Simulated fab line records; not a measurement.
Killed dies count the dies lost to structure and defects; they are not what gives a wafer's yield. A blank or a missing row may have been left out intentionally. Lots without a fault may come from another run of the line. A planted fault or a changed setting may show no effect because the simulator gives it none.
fab line records || flow sky130
[record] {"lots": 6, "wafers": 18, "last_day": 50}
route steps=708 shown VT_ADJUST_PCH@148 SONOS_TUNNEL@154 PAD_OPEN@708
lots that met no fault: from a run of the same line without faults
start_h: start of the lot's first displayed wafer, in hours after the record's first day || wait_h: time in hours since the lot's previous step || " the same as in the row above || L1.1+2: one row covering several wafers at once || - no value, or no start given || * or withheld: withheld || < > ~ a bound
route shown NAME@n: names a module that has steps shown in the file, with the first one's number in the route || usual: mean and standard deviation over wafers with no fault || same: alike in all rows || chamber/n: place in a boat || sites: the reading at each site || _std_site: their standard deviation || _edge_site: the outer-site mean with the inner-site mean subtracted || radius_mm: how far each site lies from the wafer's centre || mask NAME#n: copy n || behind: the last tool/chamber to shape the wafer || hold: cause of the lot's hold/its duration in hours/its outcome || device: which transistor (n, p or np) failed to switch || end of line: tests of these same wafers at the route's end || a step given without rows: its recipe and nothing more || killed: count of dies lost to structure and defects at first sort (not the wafer's yield) || map: dies across one wafer; x = killed, . = not, _ = none there
set.NAME: setting as actually run; set.NAME@STEP: the setting as run at that earlier step || model.NAME: the simulator's own value behind a step, which no gauge read
lots at selected steps of the route; one table per step, one row per wafer
services: from which hour (start_h, from the record's first day; less than 0 if before it) a tool's chamber was out of use, for how many hours, and why
[[steps]]
[step SKY_VT_ADJUST_PCH_PEB_05]
[recipe] {"temp_c": 115, "time_s": "withheld"}
[step SKY_VT_ADJUST_PCH_DEVELOP_06]
[recipe] {"wall_angle_deg": 90, "developer": "TMAH", "develop_time_s": 60, "dev_temp_c": 23}
[step SKY_VT_ADJUST_PCH_OVL_MEAS_07]
[usual] {"VT_ADJUST_PCH_OVL": "0.8/1.5"}
{"lot.wafer": "L673.2", "tool": "overlay-02", "chamber": "-", "start_h": 223.17, "wait_h": "-", "VT_ADJUST_PCH_OVL[nm]": -0.8}
{"lot.wafer": "L673.3", "tool": "overlay-02", "chamber": "-", "start_h": 223.17, "wait_h": "-", "VT_ADJUST_PCH_OVL[nm]": -0.7}
{"lot.wafer": "L673.6", "tool": "overlay-02", "chamber": "-", "start_h": 223.17, "wait_h": "-", "VT_ADJUST_PCH_OVL[nm]": -0.2}
{"lot.wafer": "L681.1", "tool": "overlay-01", "chamber": "-", "start_h": 289.12, "wait_h": "-", "VT_ADJUST_PCH_OVL[nm]": 0.8}
{"lot.wafer": "L681.4", "tool": "overlay-01", "chamber": "-", "start_h": 289.12, "wait_h": "-", "VT_ADJUST_PCH_OVL[nm]": -0.1}
{"lot.wafer": "L681.6", "tool": "overlay-01", "chamber": "-", "start_h": 289.12, "wait_h": "-", "VT_ADJUST_PCH_OVL[nm]": -1.3}
{"lot.wafer": "L683.2", "tool": "overlay-02", "chamber": "-", "start_h": 311.48, "wait_h": "-", "VT_ADJUST_PCH_OVL[nm]": 1.0}
{"lot.wafer": "L683.4", "tool": "overlay-02", "chamber": "-", "start_h": 311.48, "wait_h": "-", "VT_ADJUST_PCH_OVL[nm]": 1.8}
{"lot.wafer": "L683.6", "tool": "overlay-02", "chamber": "-", "start_h": 311.48, "wait_h": "-", "VT_ADJUST_PCH_OVL[nm]": 3.1}
{"lot.wafer": "L692.3", "tool": "overlay-01", "chamber": "-", "start_h": 377.37, "wait_h": "-", "VT_ADJUST_PCH_OVL[nm]": -1.9}
{"lot.wafer": "L692.4", "tool": "overlay-01", "chamber": "-", "start_h": 377.37, "wait_h": "-", "VT_ADJUST_PCH_OVL[nm]": -1.1}
{"lot.wafer": "L692.6", "tool": "overlay-01", "chamber": "-", "start_h": 377.37, "wait_h": "-", "VT_ADJUST_PCH_OVL[nm]": -1.4}
{"lot.wafer": "L693.1", "tool": "overlay-01", "chamber": "-", "start_h": 383.99, "wait_h": "-", "VT_ADJUST_PCH_OVL[nm]": 2.6}
{"lot.wafer": "L693.2", "tool": "overlay-01", "chamber": "-", "start_h": 383.99, "wait_h": "-", "VT_ADJUST_PCH_OVL[nm]": 1.0}
{"lot.wafer": "L693.3", "tool": "overlay-01", "chamber": "-", "start_h": 383.99, "wait_h": "-", "VT_ADJUST_PCH_OVL[nm]": 1.1}
{"lot.wafer": "L695.1", "tool": "overlay-02", "chamber": "-", "start_h": 392.29, "wait_h": "-", "VT_ADJUST_PCH_OVL[nm]": 0.7}
{"lot.wafer": "L695.4", "tool": "overlay-02", "chamber": "-", "start_h": 392.29, "wait_h": "-", "VT_ADJUST_PCH_OVL[nm]": 2.7}
{"lot.wafer": "L695.5", "tool": "overlay-02", "chamber": "-", "start_h": 392.29, "wait_h": "-", "VT_ADJUST_PCH_OVL[nm]": 1.9}
[step SKY_VT_ADJUST_PCH_IMPLANT_08]
[recipe] {"species": "B", "energy_kev": 10, "dose_cm2": 5e+11, "tilt_deg": "withheld"}
[step SKY_VT_ADJUST_PCH_STRIP_09]
[recipe] {"chemistry": "O2/N2", "power_w": 1400, "pressure_mtorr": 1500, "platen_temp_c": "withheld", "o2_flow_sccm": 3000, "n2_flow_sccm": 300, "overash_fraction": 0.5}
[usual] {"drypump_motor_current_A": "6.2/0.32", "n2_flow_sccm": "300.0/0.88", "o2_flow_sccm": "3000/9.4", "oes_product_au": "0.723/0.0051", "strip_time_to_endpoint_s": "36.93/0.13"}
{"lot.wafer": "L673.2", "tool": "plasma_asher-02", "chamber": 1, "start_h": 223.35, "wait_h": 0.1, "drypump_motor_current_A": 6.4, "n2_flow_sccm": 298.8, "o2_flow_sccm": 2991, "oes_product_au": 0.724, "rf_hours_counter_h": 56, "strip_time_to_endpoint_s": 36.74}
{"lot.wafer": "L673.3", "tool": "plasma_asher-02", "chamber": 0, "start_h": 223.35, "wait_h": 0.1, "drypump_motor_current_A": 6.6, "n2_flow_sccm": 298.2, "o2_flow_sccm": 3010, "oes_product_au": 0.718, "rf_hours_counter_h": "-", "strip_time_to_endpoint_s": 36.68}
{"lot.wafer": "L673.6", "tool": "plasma_asher-02", "chamber": 0, "start_h": 223.35, "wait_h": 0.1, "drypump_motor_current_A": 6.6, "n2_flow_sccm": 298.8, "o2_flow_sccm": 3001, "oes_product_au": 0.725, "rf_hours_counter_h": "-", "strip_time_to_endpoint_s": 36.64}
{"lot.wafer": "L681.1", "tool": "plasma_asher-03", "chamber": 1, "start_h": 289.31, "wait_h": 0.1, "drypump_motor_current_A": 6.4, "n2_flow_sccm": 299.7, "o2_flow_sccm": 3007, "oes_product_au": 0.717, "rf_hours_counter_h": 55, "strip_time_to_endpoint_s": 36.99}
{"lot.wafer": "L681.4", "tool": "plasma_asher-03", "chamber": 1, "start_h": 289.31, "wait_h": 0.1, "drypump_motor_current_A": 6.4, "n2_flow_sccm": 300.2, "o2_flow_sccm": 2987, "oes_product_au": 0.725, "rf_hours_counter_h": "-", "strip_time_to_endpoint_s": 37.02}
{"lot.wafer": "L681.6", "tool": "plasma_asher-03", "chamber": 0, "start_h": 289.31, "wait_h": 0.1, "drypump_motor_current_A": 5.9, "n2_flow_sccm": 298.7, "o2_flow_sccm": 3018, "oes_product_au": 0.726, "rf_hours_counter_h": "-", "strip_time_to_endpoint_s": 36.98}
{"lot.wafer": "L683.2", "tool": "plasma_asher-02", "chamber": 1, "start_h": 311.66, "wait_h": 0.1, "drypump_motor_current_A": 6.4, "n2_flow_sccm": 299.8, "o2_flow_sccm": 3000, "oes_product_au": 0.716, "rf_hours_counter_h": 65, "strip_time_to_endpoint_s": 37.02}
{"lot.wafer": "L683.4", "tool": "plasma_asher-02", "chamber": 1, "start_h": 311.66, "wait_h": 0.1, "drypump_motor_current_A": 6.4, "n2_flow_sccm": 299.6, "o2_flow_sccm": 2998, "oes_product_au": 0.719, "rf_hours_counter_h": "-", "strip_time_to_endpoint_s": 36.99}
{"lot.wafer": "L683.6", "tool": "plasma_asher-02", "chamber": 0, "start_h": 311.66, "wait_h": 0.1, "drypump_motor_current_A": 6.6, "n2_flow_sccm": 299.6, "o2_flow_sccm": 2990, "oes_product_au": 0.716, "rf_hours_counter_h": "-", "strip_time_to_endpoint_s": 37.00}
{"lot.wafer": "L692.3", "tool": "plasma_asher-03", "chamber": 0, "start_h": 377.58, "wait_h": 0.1, "drypump_motor_current_A": 6.0, "n2_flow_sccm": 298.5, "o2_flow_sccm": 2996, "oes_product_au": 0.717, "rf_hours_counter_h": "-", "strip_time_to_endpoint_s": 37.03}
{"lot.wafer": "L692.4", "tool": "plasma_asher-03", "chamber": 1, "start_h": 377.58, "wait_h": 0.1, "drypump_motor_current_A": 6.4, "n2_flow_sccm": 300.7, "o2_flow_sccm": 2997, "oes_product_au": 0.721, "rf_hours_counter_h": "-", "strip_time_to_endpoint_s": 37.10}
{"lot.wafer": "L692.6", "tool": "plasma_asher-03", "chamber": 1, "start_h": 377.58, "wait_h": 0.1, "drypump_motor_current_A": 6.4, "n2_flow_sccm": 299.6, "o2_flow_sccm": 3001, "oes_product_au": 0.730, "rf_hours_counter_h": "-", "strip_time_to_endpoint_s": 37.02}
{"lot.wafer": "L693.1", "tool": "plasma_asher-03", "chamber": 1, "start_h": 384.17, "wait_h": 0.1, "drypump_motor_current_A": 6.4, "n2_flow_sccm": 302.1, "o2_flow_sccm": 3006, "oes_product_au": 0.729, "rf_hours_counter_h": 64, "strip_time_to_endpoint_s": 37.11}
{"lot.wafer": "L693.2", "tool": "plasma_asher-03", "chamber": 0, "start_h": 384.17, "wait_h": 0.1, "drypump_motor_current_A": 5.9, "n2_flow_sccm": 300.0, "o2_flow_sccm": 3007, "oes_product_au": 0.723, "rf_hours_counter_h": 64, "strip_time_to_endpoint_s": 37.03}
{"lot.wafer": "L693.3", "tool": "plasma_asher-03", "chamber": 1, "start_h": 384.17, "wait_h": 0.1, "drypump_motor_current_A": 6.4, "n2_flow_sccm": 301.3, "o2_flow_sccm": 3006, "oes_product_au": 0.731, "rf_hours_counter_h": "-", "strip_time_to_endpoint_s": 37.08}
{"lot.wafer": "L695.1", "tool": "plasma_asher-02", "chamber": 0, "start_h": 392.47, "wait_h": 0.1, "drypump_motor_current_A": 6.6, "n2_flow_sccm": 299.1, "o2_flow_sccm": 3006, "oes_product_au": 0.730, "rf_hours_counter_h": 71, "strip_time_to_endpoint_s": 36.75}
{"lot.wafer": "L695.4", "tool": "plasma_asher-02", "chamber": 1, "start_h": 392.47, "wait_h": 0.1, "drypump_motor_current_A": 6.4, "n2_flow_sccm": 299.9, "o2_flow_sccm": 2987, "oes_product_au": 0.715, "rf_hours_counter_h": "-", "strip_time_to_endpoint_s": 36.84}
{"lot.wafer": "L695.5", "tool": "plasma_asher-02", "chamber": 1, "start_h": 392.47, "wait_h": 0.1, "drypump_motor_current_A": 6.4, "n2_flow_sccm": 300.9, "o2_flow_sccm": 2985, "oes_product_au": 0.731, "rf_hours_counter_h": "-", "strip_time_to_endpoint_s": 36.62}
[step SKY_VT_ADJUST_PCH_TW_MEAS_10]
[usual] {"VT_ADJUST_PCH_TW": "142.5/0.62"}
{"lot.wafer": "L673.2", "tool": "film_metro-01", "chamber": "-", "start_h": 223.46, "wait_h": 0.1, "VT_ADJUST_PCH_TW": 143.6}
{"lot.wafer": "L673.3", "tool": "film_metro-01", "chamber": "-", "start_h": 223.46, "wait_h": 0.1, "VT_ADJUST_PCH_TW": 143.3}
{"lot.wafer": "L673.6", "tool": "film_metro-01", "chamber": "-", "start_h": 223.46, "wait_h": 0.1, "VT_ADJUST_PCH_TW": 143.9}
{"lot.wafer": "L681.1", "tool": "film_metro-02", "chamber": "-", "start_h": 289.41, "wait_h": 0.1, "VT_ADJUST_PCH_TW": 142.4}
{"lot.wafer": "L681.4", "tool": "film_metro-02", "chamber": "-", "start_h": 289.41, "wait_h": 0.1, "VT_ADJUST_PCH_TW": 142.5}
{"lot.wafer": "L681.6", "tool": "film_metro-02", "chamber": "-", "start_h": 289.41, "wait_h": 0.1, "VT_ADJUST_PCH_TW": 143.4}
{"lot.wafer": "L683.2", "tool": "film_metro-01", "chamber": "-", "start_h": 311.77, "wait_h": 0.1, "VT_ADJUST_PCH_TW": 142.7}
{"lot.wafer": "L683.4", "tool": "film_metro-01", "chamber": "-", "start_h": 311.77, "wait_h": 0.1, "VT_ADJUST_PCH_TW": 143.2}
{"lot.wafer": "L683.6", "tool": "film_metro-01", "chamber": "-", "start_h": 311.77, "wait_h": 0.1, "VT_ADJUST_PCH_TW": 142.9}
{"lot.wafer": "L692.3", "tool": "film_metro-02", "chamber": "-", "start_h": 377.67, "wait_h": 0.1, "VT_ADJUST_PCH_TW": 141.8}
{"lot.wafer": "L692.4", "tool": "film_metro-02", "chamber": "-", "start_h": 377.67, "wait_h": 0.1, "VT_ADJUST_PCH_TW": 141.9}
{"lot.wafer": "L692.6", "tool": "film_metro-02", "chamber": "-", "start_h": 377.67, "wait_h": 0.1, "VT_ADJUST_PCH_TW": 142.6}
{"lot.wafer": "L693.1", "tool": "film_metro-03", "chamber": "-", "start_h": 384.27, "wait_h": 0.1, "VT_ADJUST_PCH_TW": 143.0}
{"lot.wafer": "L693.2", "tool": "film_metro-03", "chamber": "-", "start_h": 384.27, "wait_h": 0.1, "VT_ADJUST_PCH_TW": 142.0}
{"lot.wafer": "L693.3", "tool": "film_metro-03", "chamber": "-", "start_h": 384.27, "wait_h": 0.1, "VT_ADJUST_PCH_TW": 142.3}
{"lot.wafer": "L695.1", "tool": "film_metro-03", "chamber": "-", "start_h": 392.57, "wait_h": 0.1, "VT_ADJUST_PCH_TW": 142.2}
{"lot.wafer": "L695.4", "tool": "film_metro-03", "chamber": "-", "start_h": 392.57, "wait_h": 0.1, "VT_ADJUST_PCH_TW": 142.1}
{"lot.wafer": "L695.5", "tool": "film_metro-03", "chamber": "-", "start_h": 392.57, "wait_h": 0.1, "VT_ADJUST_PCH_TW": 142.4}
[step SKY_SONOS_TUNNEL_DEHYDRATE_00]
[recipe] {"temp_c": 200, "time_s": 60}
[step SKY_SONOS_TUNNEL_HMDS_01]
[recipe] {"prime_time_s": 60, "prime_temp_c": 120}
[step SKY_SONOS_TUNNEL_COAT_02]
[recipe] {"resist": "NOVOLAK", "spin_rpm": 3000, "resist_thk_nm": 1140}
[step SKY_SONOS_TUNNEL_SOFTBAKE_03]
[recipe] {"temp_c": 90, "time_s": 60, "resist": "NOVOLAK"}
[step SKY_SONOS_TUNNEL_EXPOSE_04]
[recipe] {"mask_id": "TUNM", "na": 0.6, "source_shape": "conventional", "sigma_outer": 0.6, "polarization": "unpolarized", "target_cd_nm": 410, "dose_mj": 136}
[step SKY_SONOS_TUNNEL_PEB_05]
[recipe] {"temp_c": "withheld", "time_s": "*", "resist": "NOVOLAK"}
[step SKY_SONOS_TUNNEL_DEVELOP_06]
[recipe] {"resist": "NOVOLAK", "developer": "TMAH", "develop_time_s": 60, "dev_temp_c": 23}
[usual] {"developer_temp_C": "22.99/0.1"}
{"lot.wafer": "L673.2", "tool": "litho_track-03", "chamber": 0, "start_h": 246.50, "wait_h": 0.1, "developer_temp_C": 22.87}
{"lot.wafer": "L673.3", "tool": "litho_track-03", "chamber": 0, "start_h": 246.50, "wait_h": 0.1, "developer_temp_C": 22.72}
{"lot.wafer": "L673.6", "tool": "litho_track-03", "chamber": 0, "start_h": 246.50, "wait_h": 0.1, "developer_temp_C": 22.91}
{"lot.wafer": "L681.1", "tool": "litho_track-02", "chamber": 0, "start_h": 314.61, "wait_h": 0.1, "developer_temp_C": 21.98}
{"lot.wafer": "L681.4", "tool": "litho_track-02", "chamber": 0, "start_h": 314.61, "wait_h": 0.1, "developer_temp_C": 22.13}
{"lot.wafer": "L681.6", "tool": "litho_track-02", "chamber": 0, "start_h": 314.61, "wait_h": 0.1, "developer_temp_C": 22.17}
{"lot.wafer": "L683.2", "tool": "litho_track-02", "chamber": 0, "start_h": 337.78, "wait_h": 0.1, "developer_temp_C": 22.09}
{"lot.wafer": "L683.4", "tool": "litho_track-02", "chamber": 0, "start_h": 337.78, "wait_h": 0.1, "developer_temp_C": 22.02}
{"lot.wafer": "L683.6", "tool": "litho_track-02", "chamber": 0, "start_h": 337.78, "wait_h": 0.1, "developer_temp_C": 22.10}
{"lot.wafer": "L692.3", "tool": "litho_track-02", "chamber": 0, "start_h": 406.56, "wait_h": 0.1, "developer_temp_C": 23.01}
{"lot.wafer": "L692.4", "tool": "litho_track-02", "chamber": 0, "start_h": 406.56, "wait_h": 0.1, "developer_temp_C": 23.01}
{"lot.wafer": "L692.6", "tool": "litho_track-02", "chamber": 0, "start_h": 406.56, "wait_h": 0.1, "developer_temp_C": 22.92}
{"lot.wafer": "L693.1", "tool": "litho_track-03", "chamber": 0, "start_h": 412.97, "wait_h": 0.1, "developer_temp_C": 23.18}
{"lot.wafer": "L693.2", "tool": "litho_track-03", "chamber": 0, "start_h": 412.97, "wait_h": 0.1, "developer_temp_C": 23.06}
{"lot.wafer": "L693.3", "tool": "litho_track-03", "chamber": 0, "start_h": 412.97, "wait_h": 0.1, "developer_temp_C": 23.15}
{"lot.wafer": "L695.1", "tool": "litho_track-01", "chamber": 0, "start_h": 422.31, "wait_h": 0.1, "developer_temp_C": 22.88}
{"lot.wafer": "L695.4", "tool": "litho_track-01", "chamber": 0, "start_h": 422.31, "wait_h": 0.1, "developer_temp_C": 22.85}
{"lot.wafer": "L695.5", "tool": "litho_track-01", "chamber": 0, "start_h": 422.31, "wait_h": 0.1, "developer_temp_C": 22.89}
[step SKY_SONOS_TUNNEL_CD_MEAS_07]
[recipe] {"target_cd_nm": 410}
[usual] {"cd_nm": "409.5/2.4"}
{"lot.wafer": "L673.2", "tool": "cd_sem-02", "chamber": "-", "start_h": 246.64, "wait_h": 0.1, "cd_nm": 407.3}
{"lot.wafer": "L673.3", "tool": "cd_sem-02", "chamber": "-", "start_h": 246.64, "wait_h": 0.1, "cd_nm": 405.8}
{"lot.wafer": "L673.6", "tool": "cd_sem-02", "chamber": "-", "start_h": 246.64, "wait_h": 0.1, "cd_nm": 406.9}
{"lot.wafer": "L681.1", "tool": "cd_sem-01", "chamber": "-", "start_h": 314.76, "wait_h": 0.1, "cd_nm": 412.0}
{"lot.wafer": "L681.4", "tool": "cd_sem-01", "chamber": "-", "start_h": 314.76, "wait_h": 0.1, "cd_nm": 412.6}
{"lot.wafer": "L681.6", "tool": "cd_sem-01", "chamber": "-", "start_h": 314.76, "wait_h": 0.1, "cd_nm": 412.3}
{"lot.wafer": "L683.2", "tool": "cd_sem-02", "chamber": "-", "start_h": 337.93, "wait_h": 0.1, "cd_nm": 414.5}
{"lot.wafer": "L683.4", "tool": "cd_sem-02", "chamber": "-", "start_h": 337.93, "wait_h": 0.1, "cd_nm": 414.9}
{"lot.wafer": "L683.6", "tool": "cd_sem-02", "chamber": "-", "start_h": 337.93, "wait_h": 0.1, "cd_nm": 414.7}
{"lot.wafer": "L692.3", "tool": "cd_sem-02", "chamber": "-", "start_h": 406.70, "wait_h": 0.1, "cd_nm": 411.4}
{"lot.wafer": "L692.4", "tool": "cd_sem-02", "chamber": "-", "start_h": 406.70, "wait_h": 0.1, "cd_nm": 414.1}
{"lot.wafer": "L692.6", "tool": "cd_sem-02", "chamber": "-", "start_h": 406.70, "wait_h": 0.1, "cd_nm": 412.1}
{"lot.wafer": "L693.1", "tool": "cd_sem-02", "chamber": "-", "start_h": 413.12, "wait_h": 0.1, "cd_nm": 410.8}
{"lot.wafer": "L693.2", "tool": "cd_sem-02", "chamber": "-", "start_h": 413.12, "wait_h": 0.1, "cd_nm": 409.5}
{"lot.wafer": "L693.3", "tool": "cd_sem-02", "chamber": "-", "start_h": 413.12, "wait_h": 0.1, "cd_nm": 408.3}
{"lot.wafer": "L695.1", "tool": "cd_sem-01", "chamber": "-", "start_h": 422.46, "wait_h": 0.1, "cd_nm": 406.8}
{"lot.wafer": "L695.4", "tool": "cd_sem-01", "chamber": "-", "start_h": 422.46, "wait_h": 0.1, "cd_nm": 406.8}
{"lot.wafer": "L695.5", "tool": "cd_sem-01", "chamber": "-", "start_h": 422.46, "wait_h": 0.1, "cd_nm": 406.8}
[step SKY_PAD_OPEN_PROBE_99]
[usual] {"killed_at_M0_to_M3": "42/6.9", "killed_at_M4_up": "3.2/1.7", "killed_at_contacts": "23/5.5", "killed_at_front_end": "16/4", "killed_at_other": "0.4/0.55", "killed_dies": "85/9.2", "killed_open": "46/6.8", "killed_short": "38/6.2"}
[same] {"gross_dies": 492, "killed_at_back_side": 0}
{"lot.wafer": "L673.2", "tool": "prober-02", "chamber": "-", "start_h": 1071.33, "wait_h": 0.1, "killed_at_M0_to_M3": 29, "killed_at_M4_up": 3, "killed_at_contacts": 27, "killed_at_front_end": 13, "killed_at_other": 0, "killed_dies": 72, "killed_open": 37, "killed_short": 35}
{"lot.wafer": "L673.3", "tool": "prober-02", "chamber": "-", "start_h": 1071.38, "wait_h": 0.2, "killed_at_M0_to_M3": 37, "killed_at_M4_up": 2, "killed_at_contacts": 17, "killed_at_front_end": 16, "killed_at_other": 0, "killed_dies": 72, "killed_open": 40, "killed_short": 32}
{"lot.wafer": "L673.6", "tool": "prober-02", "chamber": "-", "start_h": 1071.53, "wait_h": 0.2, "killed_at_M0_to_M3": 45, "killed_at_M4_up": 2, "killed_at_contacts": 14, "killed_at_front_end": 17, "killed_at_other": 1, "killed_dies": 79, "killed_open": 48, "killed_short": 31}
{"lot.wafer": "L695.1", "tool": "prober-02", "chamber": "-", "start_h": 1191.88, "wait_h": 0.1, "killed_at_M0_to_M3": 45, "killed_at_M4_up": 0, "killed_at_contacts": 18, "killed_at_front_end": 20, "killed_at_other": 0, "killed_dies": 83, "killed_open": 43, "killed_short": 40}
{"lot.wafer": "L695.4", "tool": "prober-02", "chamber": "-", "start_h": 1192.03, "wait_h": 0.2, "killed_at_M0_to_M3": 49, "killed_at_M4_up": 1, "killed_at_contacts": 23, "killed_at_front_end": 15, "killed_at_other": 0, "killed_dies": 88, "killed_open": 50, "killed_short": 38}
{"lot.wafer": "L695.5", "tool": "prober-02", "chamber": "-", "start_h": 1192.08, "wait_h": 0.2, "killed_at_M0_to_M3": 47, "killed_at_M4_up": 2, "killed_at_contacts": 26, "killed_at_front_end": 15, "killed_at_other": 0, "killed_dies": 90, "killed_open": 47, "killed_short": 43}
// killed by level:class
L673.2 LI_CONTACT:geometric_particle:open=10 CONTACT:geometric_particle:open=7 FIELD_ISO:geometric_particle:open=6 VIA1:geometric_particle:open=5 FIELD_ISO:geometric_particle:short=4 LI_CONTACT:geometric_particle:short=4 VIA3:geometric_particle:short=4 CONTACT:geometric_particle:short=3
L673.3 CONTACT:geometric_particle:open=7 VIA1:geometric_particle:open=7 VIA2:geometric_particle:open=7 FIELD_ISO:geometric_particle:short=6 FIELD_ISO:geometric_particle:open=5 VIA1:geometric_particle:short=5 VIA3:geometric_particle:open=4 LOCAL_INTERCONNECT:geometric_particle:short=4
L673.6 VIA1:geometric_particle:open=13 METAL2:geometric_particle:short=8 FIELD_ISO:geometric_particle:open=6 CONTACT:geometric_particle:open=6 VIA2:geometric_particle:open=5 POLY_GATE:geometric_particle:open=4 VIA3:geometric_particle:open=4 LI_CONTACT:geometric_particle:open=3
L695.1 VIA3:geometric_particle:open=11 VIA1:geometric_particle:open=9 CONTACT:geometric_particle:open=7 POLY_GATE:geometric_particle:short=7 VIA1:geometric_particle:short=6 FIELD_ISO:geometric_particle:short=5 LI_CONTACT:geometric_particle:open=5 CONTACT:geometric_particle:short=4
L695.4 VIA1:geometric_particle:open=12 VIA3:geometric_particle:open=8 CONTACT:geometric_particle:open=7 METAL2:geometric_particle:short=7 VIA2:geometric_particle:open=7 CONTACT:geometric_particle:short=6 LI_CONTACT:geometric_particle:open=4 FIELD_ISO:geometric_particle:open=3
L695.5 VIA1:geometric_particle:open=14 CONTACT:geometric_particle:open=10 VIA1:geometric_particle:short=8 VIA3:geometric_particle:open=7 CONTACT:geometric_particle:short=6 FIELD_ISO:geometric_particle:short=5 LOCAL_INTERCONNECT:geometric_particle:short=4 METAL1:geometric_particle:short=4
[[services]]
{"tool": "plasma_asher-02", "chamber": "-", "start_h": 229.49, "hours": 5.3, "kind": "pm"}
{"tool": "plasma_asher-03", "chamber": "-", "start_h": 264.96, "hours": 1.8, "kind": "repair"}
{"tool": "plasma_asher-03", "chamber": "-", "start_h": 283.11, "hours": 3.4, "kind": "repair"}
{"tool": "plasma_asher-03", "chamber": "-", "start_h": 324.09, "hours": 1.9, "kind": "repair"}
{"tool": "plasma_asher-02", "chamber": "-", "start_h": 335.44, "hours": 14.6, "kind": "pm"}
{"tool": "plasma_asher-03", "chamber": "-", "start_h": 421.25, "hours": 9.0, "kind": "pm"}
{"tool": "plasma_asher-03", "chamber": 0, "start_h": 421.25, "hours": 9.0, "kind": "vent_cycle"}
{"tool": "plasma_asher-03", "chamber": 1, "start_h": 421.25, "hours": 9.0, "kind": "vent_cycle"}
[[key]]
[first_sign] {"step": "SKY_SONOS_TUNNEL_DEVELOP_06", "reading": "developer_temp_C", "direction": "down", "sigmas": 8.7, "usual": "*", "struck": "*"}
[effect] {"step": "SKY_SONOS_TUNNEL_CD_MEAS_07", "reading": "cd_nm", "direction": "up", "sigmas": 1.6, "usual": 409.5, "struck": 413.5}
met_at SKY_SONOS_TUNNEL_DEVELOP_06
struck_wafers L681.1,L681.4,L681.6,L683.2,L683.4,L683.6
tester_left_out L681,L683
[fault] {"kind": "process_parameter_drift", "tool": "litho_track-02", "chamber": "-", "onset_h": 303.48, "steps": "SKY_SONOS_TUNNEL_DEVELOP_06", "channel": "dev_temp_c", "offset": "*", "shape": "step", "end_h": 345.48, "acts_in": "*", "stated": "*"}
// tester_left_out: of these lots the tester's yield and bins aren't shown, on N5 and GAA mostly nor the transistor test; their killed dies are dies lost to structure and defects alone, not to doping, threshold or leakage, so they don't give the yield
